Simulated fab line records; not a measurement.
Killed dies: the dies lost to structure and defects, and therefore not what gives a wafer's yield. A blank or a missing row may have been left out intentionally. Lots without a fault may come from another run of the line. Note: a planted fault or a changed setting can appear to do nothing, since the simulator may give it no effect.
Lot-split experiment :: flow sky130 :: 23 wafers read from 5 lots, route of 708 steps

## THE SPLIT
At SKY_FIELD_ISO_CVD_03 (deposits Si3N4 from DCS/NH3, target thk 165 nm, time 2830 s), the setting timeS was moved away from the recipe's 2830 s on 20 of the 23 wafers read, by -14.0% to +7.5%. All remaining wafers had this setting at the recipe value.

## FROM THE SPLIT TO THE READING: what the file shows between them, 4 steps
- SKY_FIELD_ISO_SOFTBAKE_09: time 90 s (also split here: tempC)
- SKY_FIELD_ISO_EXPOSE_10: exposes mask FOM, target cd 150 nm
- SKY_FIELD_ISO_PEB_11
- SKY_FIELD_ISO_ETCH_14: etches BARC in N2/H2, stops on SiO2, time 45.9 s, target depth 60 nm

## THE READING
oesProductAu, in a.u., at SKY_FIELD_ISO_ETCH_15 (etches the open film in CHF3/O2, stops on Si, target depth 180 nm, time 72 s). On this fab line, fault-free wafers typically give 0.938 a.u. with a standard deviation of 0.0055 a.u.

wafer: L074.1
tool, chamber at the split: -, -
timeS as run, s: 3042
against the recipe: +7.5%
oesProductAu, a.u.: 0.979
against lot-mates on the recipe: no lot-mate on the recipe

wafer: L074.2
tool, chamber at the split: -, -
timeS as run, s: 3042
against the recipe: +7.5%
oesProductAu, a.u.: 0.974
against lot-mates on the recipe: no lot-mate on the recipe

wafer: L074.3
tool, chamber at the split: -, -
timeS as run, s: 3042
against the recipe: +7.5%
oesProductAu, a.u.: 0.977
against lot-mates on the recipe: no lot-mate on the recipe

wafer: L074.4
tool, chamber at the split: -, -
timeS as run, s: 3042
against the recipe: +7.5%
oesProductAu, a.u.: 0.982
against lot-mates on the recipe: no lot-mate on the recipe

wafer: L074.6
tool, chamber at the split: -, -
timeS as run, s: 3042
against the recipe: +7.5%
oesProductAu, a.u.: 0.978
against lot-mates on the recipe: no lot-mate on the recipe

wafer: L077.1
tool, chamber at the split: -, -
timeS as run, s: 2479
against the recipe: -12.4%
oesProductAu, a.u.: 0.869
against lot-mates on the recipe: no lot-mate on the recipe

wafer: L077.2
tool, chamber at the split: -, -
timeS as run, s: 2479
against the recipe: -12.4%
oesProductAu, a.u.: 0.877
against lot-mates on the recipe: no lot-mate on the recipe

wafer: L077.4
tool, chamber at the split: -, -
timeS as run, s: 2479
against the recipe: -12.4%
oesProductAu, a.u.: 0.878
against lot-mates on the recipe: no lot-mate on the recipe

wafer: L077.5
tool, chamber at the split: -, -
timeS as run, s: 2479
against the recipe: -12.4%
oesProductAu, a.u.: 0.876
against lot-mates on the recipe: no lot-mate on the recipe

wafer: L077.6
tool, chamber at the split: -, -
timeS as run, s: 2479
against the recipe: -12.4%
oesProductAu, a.u.: 0.872
against lot-mates on the recipe: no lot-mate on the recipe

wafer: L081.1
tool, chamber at the split: -, -
timeS as run, s: 2433
against the recipe: -14.0%
oesProductAu, a.u.: 0.848
against lot-mates on the recipe: no lot-mate on the recipe

wafer: L081.2
tool, chamber at the split: -, -
timeS as run, s: 2433
against the recipe: -14.0%
oesProductAu, a.u.: 0.849
against lot-mates on the recipe: no lot-mate on the recipe

wafer: L081.3
tool, chamber at the split: -, -
timeS as run, s: 2433
against the recipe: -14.0%
oesProductAu, a.u.: 0.864
against lot-mates on the recipe: no lot-mate on the recipe

wafer: L081.4
tool, chamber at the split: -, -
timeS as run, s: 2433
against the recipe: -14.0%
oesProductAu, a.u.: 0.857
against lot-mates on the recipe: no lot-mate on the recipe

wafer: L081.5
tool, chamber at the split: -, -
timeS as run, s: 2433
against the recipe: -14.0%
oesProductAu, a.u.: 0.859
against lot-mates on the recipe: no lot-mate on the recipe

wafer: L084.2
tool, chamber at the split: -, -
timeS as run, s: 2502
against the recipe: -11.6%
oesProductAu, a.u.: 0.865
against lot-mates on the recipe: no lot-mate on the recipe

wafer: L084.3
tool, chamber at the split: -, -
timeS as run, s: 2502
against the recipe: -11.6%
oesProductAu, a.u.: 0.861
against lot-mates on the recipe: no lot-mate on the recipe

wafer: L084.4
tool, chamber at the split: -, -
timeS as run, s: 2502
against the recipe: -11.6%
oesProductAu, a.u.: 0.874
against lot-mates on the recipe: no lot-mate on the recipe

wafer: L084.5
tool, chamber at the split: -, -
timeS as run, s: 2502
against the recipe: -11.6%
oesProductAu, a.u.: 0.872
against lot-mates on the recipe: no lot-mate on the recipe

wafer: L084.6
tool, chamber at the split: -, -
timeS as run, s: 2502
against the recipe: -11.6%
oesProductAu, a.u.: 0.863
against lot-mates on the recipe: no lot-mate on the recipe

wafer: L085.1
tool, chamber at the split: lpcvd-02, 0
timeS as run, s: 2830
against the recipe: recipe
oesProductAu, a.u.: 0.953
against lot-mates on the recipe: -

wafer: L085.3
tool, chamber at the split: lpcvd-02, 0
timeS as run, s: 2830
against the recipe: recipe
oesProductAu, a.u.: 0.937
against lot-mates on the recipe: -

wafer: L085.6
tool, chamber at the split: lpcvd-02, 0
timeS as run, s: 2830
against the recipe: recipe
oesProductAu, a.u.: 0.941
against lot-mates on the recipe: -

THE FIT
A straight line over all 23 wafers: oesProductAu changes by +0.00566 a.u. for each +1% of timeS; r = +0.99; the points scatter about the line by 0.0072 a.u.
Too few moved wafers with a lot-mate on the recipe to fit a line net of each lot's own level.

## THE FILE'S OWN FIT
oesProductAu changes by +0.00566 a.u. for each +1% of timeS, r = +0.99.
